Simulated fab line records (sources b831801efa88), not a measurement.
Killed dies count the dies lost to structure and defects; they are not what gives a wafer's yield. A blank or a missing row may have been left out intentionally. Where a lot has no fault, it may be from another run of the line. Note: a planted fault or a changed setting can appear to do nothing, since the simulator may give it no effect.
Which of the tools did it? ; flow gf180mcu ; 14 lots with 42 wafers sampled at 5 steps, on a route of 602 steps

## WHAT EACH GAUGE READ, for each wafer
GF_DNWELL_TW_MEAS_09.
lot;measured;on;DNWELL_TW
L167;day 2 18:54;film-metro-04;1372 1362 1371
L168;day 3 00:41;film-metro-01;1350 1352 1348
L170;day 3 10:34;film-metro-03;1340 1344 1339
L171;day 3 16:15;film-metro-01;1351 1365 1363
L173;day 4 04:38;film-metro-03;1339 1336 1336
L174;day 4 07:47;film-metro-03;1336 1332 1330
L175;day 4 14:36;film-metro-04;1356 1355 1358
L176;day 4 19:56;film-metro-01;1357 1353 1353
L179;day 5 14:20;film-metro-01;1346 1353 1356
L181;day 5 20:57;film-metro-03;1312 1309 1312
L185;day 6 18:32;film-metro-01;1319 1316 1315
L186;day 6 23:07;film-metro-03;1358 1361 1361
L187;day 7 04:52;film-metro-01;1360 1362 1355
L189;day 7 16:42;film-metro-03;1344 1343 1348

GF_POLY_GATE_CD_MEAS_10: target cd 280 nm.
lot;measured;on;cd-nm (nm)
L167;day 9 06:28;cd-sem-01;279.7 280.8 279.5
L168;day 9 12:08;cd-sem-01;281.2 280.5 280.5
L170;day 10 01:16;cd-sem-01;280.7 281.1 280.6
L171;day 10 10:42;cd-sem-02;281.4 281.3 281.7
L173;day 11 02:09;cd-sem-01;278.5 279.6 279.6
L174;day 11 06:29;cd-sem-01;279.2 280.6 281.1
L175;day 11 16:43;cd-sem-02;280.3 279.5 280.2
L176;day 11 19:53;cd-sem-01;280.5 280.8 279.4
L179;day 13 00:41;cd-sem-01;277.4 277.9 277.6
L181;day 13 08:13;cd-sem-02;279.5 280.2 278.7
L185;day 14 18:04;cd-sem-01;277.1 277.0 277.1
L186;day 15 00:51;cd-sem-01;279.5 280.4 280.1
L187;day 15 07:50;cd-sem-02;280.6 280.8 279.4
L189;day 15 22:39;cd-sem-02;279.6 279.1 280.4

GF_V2_BOW_MEAS_05.
lot;measured;on;V2_BOW (um)
L167;day 19 05:57;film-metro-04;94 92 91
L168;day 19 13:13;film-metro-04;100 94 106
L170;day 20 12:44;film-metro-01;96 93 105
L171;day 20 19:45;film-metro-02;99 102 115
L173;day 21 16:52;film-metro-04;96 107 106
L174;day 21 22:04;film-metro-02;90 91 83
L175;day 22 09:55;film-metro-02;104 109 100
L176;day 22 13:20;film-metro-01;101 91 108
L179;day 24 02:28;film-metro-02;99 101 110
L181;day 24 09:13;film-metro-04;102 94 97
L185;day 25 19:26;film-metro-02;86 101 98
L186;day 26 07:14;film-metro-02;91 95 88
L187;day 26 09:20;film-metro-04;109 106 101
L189;day 26 23:17;film-metro-02;102 98 94

## WHICH TOOL RAN EACH LOT (tool, then ch and the chambers of the sampled wafers, then the start)
lot;GF_DNWELL_IMPLANT_07;GF_V1_ETCH_17
L167;implanter-03 ch 0, day 2 18:39;rie-diel-04 ch 1,3, day 19 05:57 or earlier
L168;implanter-02 ch 0, day 3 00:26;rie-diel-04 ch 0,1,2, day 19 13:13 or earlier
L170;implanter-02 ch 0, day 3 10:21;rie-diel-01 ch 0,2,3, day 20 12:44 or earlier
L171;implanter-02 ch 0, day 3 16:00;rie-diel-01 ch 1,2, day 20 19:45 or earlier
L173;implanter-03 ch 0, day 4 04:23;rie-diel-01 ch 0,1,2, day 21 16:52 or earlier
L174;implanter-03 ch 0, day 4 07:32;rie-diel-04 ch 0,1,2, day 21 22:04 or earlier
L175;implanter-02 ch 0, day 4 14:21;rie-diel-01 ch 0,1, day 22 09:55 or earlier
L176;implanter-03 ch 0, day 4 19:41;rie-diel-01 ch 1,2,3, day 22 13:20 or earlier
L179;implanter-03 ch 0, day 5 14:08;rie-diel-01 ch 2,3, day 24 02:28 or earlier
L181;implanter-03 ch 0, day 5 20:42;rie-diel-04 ch 0,1,3, day 24 09:13 or earlier
L185;implanter-03 ch 0, day 6 18:19;rie-diel-03 ch 0,1,3, day 25 19:26 or earlier
L186;implanter-04 ch 0, day 6 22:52;rie-diel-03 ch 0,3, day 26 07:14 or earlier
L187;implanter-04 ch 0, day 7 04:37;rie-diel-03 ch 1,2,3, day 26 09:20 or earlier
L189;implanter-04 ch 0, day 7 16:25;rie-diel-01 ch 2,3, day 26 23:17 or earlier
- GF_DNWELL_IMPLANT_07
- GF_V1_ETCH_17: etches SiO2 in C4F8/O2/Ar, stops on TiN, target depth 630 nm.

## WHAT THE TOOLS THEMSELVES READ (means of the sampled wafers that have a number; where no wafer has one, the mark that the record gives instead)
GF_DNWELL_IMPLANT_07.
lot;tool;dose-ions-cm2;faraday-current-uA
L167;implanter-03;9.993e+12;55.4
L168;implanter-02;9.985e+12;55.2
L170;implanter-02;1.001e+13;54.8
L171;implanter-02;9.997e+12;56.4
L173;implanter-03;1.000e+13;56.7
L174;implanter-03;9.989e+12;55.4
L175;implanter-02;1.000e+13;55.8
L176;implanter-03;1.000e+13;55.7
L179;implanter-03;1.002e+13;55.5
L181;implanter-03;9.221e+12;51.3
L185;implanter-03;9.223e+12;50.8
L186;implanter-04;9.992e+12;56.1
L187;implanter-04;9.994e+12;55.9
L189;implanter-04;1.000e+13;56.9

GF_V1_ETCH_17.
lot;tool;oes-product-au (a.u.)
L167;rie-diel-04;0.854
L168;rie-diel-04;0.855
L170;rie-diel-01;0.853
L171;rie-diel-01;0.857
L173;rie-diel-01;0.854
L174;rie-diel-04;0.863
L175;rie-diel-01;0.854
L176;rie-diel-01;0.855
L179;rie-diel-01;0.854
L181;rie-diel-04;0.860
L185;rie-diel-03;0.857
L186;rie-diel-03;0.860
L187;rie-diel-03;0.852
L189;rie-diel-01;0.855

## THE ANSWER, worked out from the rows above alone
Rule: the usual values come from the lots themselves. The widest of any qualifying gaps counts: lots, ordered by their means at a reading, are off when they make up no more than a third of the lots, leave a main group of 4 or more, and stand apart from it by 3 or more times the standard deviation of that group's means. A main group is skipped when, at the precision printed for the reading in the tables above, its means are all equal. Also off: a lot with no number at a reading for which 4 or more lots have one. Where the step has rows for the other lots, those lots are counted as sound. The gauges are gone through in route order, then the tools' own readings, and for those a lot's mean is taken as printed above. At the first step where some lot is off, the reading lying furthest off is the one used; lots without a number count as furthest.
Off, at GF_DNWELL_IMPLANT_07 on dose-ions-cm2: L181, L185. The main group has a mean of 9.998e+12 with a standard deviation of 9e+09.
A tool fits if, at that step or a process step before it, it ran every lot that is off, and no sound lot after the first of them. One fits: implanter-03 at GF_DNWELL_IMPLANT_07. A fault onset in the window from L179 (day 5 14:08, its last sound lot) to L181 (day 5 20:42, its first lot off) fits.
The tool's own readings at GF_DNWELL_IMPLANT_07 bear it out: on the lots that are off they differ by more than 5 times the standard deviation of the sound lots' means. dose-ions-cm2 reads 9.222e+12 there against 9.998e+12 on the sound lots; faraday-current-uA reads 51.0 there against 55.8 on the sound lots.

## WHAT HAD BEEN PUT IN BY THE SIMULATOR
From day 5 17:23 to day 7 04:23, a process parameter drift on implanter-03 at GF_DNWELL_IMPLANT_07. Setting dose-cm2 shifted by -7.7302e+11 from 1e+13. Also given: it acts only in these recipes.
Shown lots that were struck: L181, L185. This agrees with what the rule above found.
